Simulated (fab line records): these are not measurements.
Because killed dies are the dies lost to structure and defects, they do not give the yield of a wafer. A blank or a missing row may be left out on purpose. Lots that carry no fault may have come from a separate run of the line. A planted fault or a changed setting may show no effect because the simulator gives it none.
Split-lot study	flow gf180mcu	23 wafers read across 5 lots, on a route 602 steps long

== ABOUT THE SPLIT ==
At GF_STI_CVD_23 (deposits SiO2, target thk 650 nm, time 108.3 s), the setting sih4 flow sccm was moved away from the recipe's 60 sccm on 6 of the 23 wafers read, by -13.5% to +14.4%. The other wafers ran this setting at the recipe's value.

Split to reading: the file shows no intervening step.

== THE READING ==
STI_CVD_23_THK at GF_STI_THK_MEAS_24, in nm. Typical for fault-free wafers on this fab line: 649 nm, with standard deviation 5.3 nm.

wafer	tool, chamber at the split	sih4 flow sccm as run, sccm	against the recipe	STI_CVD_23_THK, nm	against lot-mates on the recipe
L074.1	hdpcvd-02, 0	60	recipe	645	-
L074.2	hdpcvd-02, 1	60	recipe	641	-
L074.6	hdpcvd-02, 1	60	recipe	645	-
L076.1	hdpcvd-01, 1	55.09	-8.2%	590	-54
L076.2	hdpcvd-01, 0	60	recipe	644	-
L076.4	hdpcvd-01, 1	60	recipe	645	-
L076.5	hdpcvd-01, 0	60	recipe	644	-
L076.6	hdpcvd-01, 2	55.09	-8.2%	590	-54
L077.1	hdpcvd-02, 1	60	recipe	657	-
L077.2	hdpcvd-02, 2	60	recipe	647	-
L077.3	hdpcvd-02, 0	60	recipe	657	-
L077.5	hdpcvd-02, 2,1	51.92	-13.5%	565	-89
L077.6	hdpcvd-02, 2,1	51.92	-13.5%	565	-89
L079.1	hdpcvd-02, 0	60	recipe	639	-
L079.2	hdpcvd-02, 1	68.63	+14.4%	749	+106
L079.3	hdpcvd-02, 2	68.63	+14.4%	741	+98
L079.4	hdpcvd-02, 1	60	recipe	650	-
L079.5	hdpcvd-02, 2	60	recipe	639	-
L080.1	hdpcvd-01, 2	60	recipe	648	-
L080.2	hdpcvd-01, 1	60	recipe	654	-
L080.4	hdpcvd-01, 1	60	recipe	653	-
L080.5	hdpcvd-01, 0	60	recipe	652	-
L080.6	hdpcvd-01, 2	60	recipe	654	-
Rows listing several chambers each stand for several wafers; the file does not say which wafer went through which chamber.

FIT RESULTS
A straight line over all 23 wafers: STI_CVD_23_THK changes by +6.57 nm for each +1% of sih4 flow sccm; r = +0.99; the points scatter about the line by 5.7 nm.
The same after taking each lot's own level away (the mean of its wafers on the recipe; 23 wafers): +6.85 nm for each +1%; r = +1.00; scatter 3.5 nm.
According to that fit, moving sih4 flow sccm by its largest amount changes the reading by 98 nm.
Across the lots, their own levels run from 642.7 to 653.7 nm, a range of 2.1 times the standard deviation given above.
Consequently the slope shifts little with the lot-to-lot level, the two slopes agreeing.
Check: with one of the wafers moved furthest among these (+14.4%) left out of the fit, the line predicts +96.3 nm for it against its lot-mates. It came out at +106 nm against them.

== ADDITIONAL SPLITS CARRIED BY THESE WAFERS ==
Other splits were also applied to these wafers ahead of the reading. Each is held against what the fit with the lots' levels taken away leaves over:
other split on the same wafers	wafers away from the commonest value	r with STI_CVD_23_THK (lot level and that fit taken away)
GF_STI_ETCH_13 source w	11	-0.21

== THE WHOLE CHAIN: every reading that the file lists as answering this split, in the file's order ==
step	what it does	reading	change (the file's fit)	r (the file's)
GF_STI_CVD_23	deposits SiO2, target thk 650 nm, time 108.3 s	SiO2_of_STI_CVD_23.thk nm (the simulator's own value, which no gauge read)	+6.86 nm for each +1% of the setting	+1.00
GF_STI_THK_MEAS_24		STI_CVD_23_THK	+6.86 for each +1% of the setting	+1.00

== FILE'S OWN FIT ==
STI_CVD_23_THK changes by +6.86 nm for each +1% of sih4 flow sccm, r = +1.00.
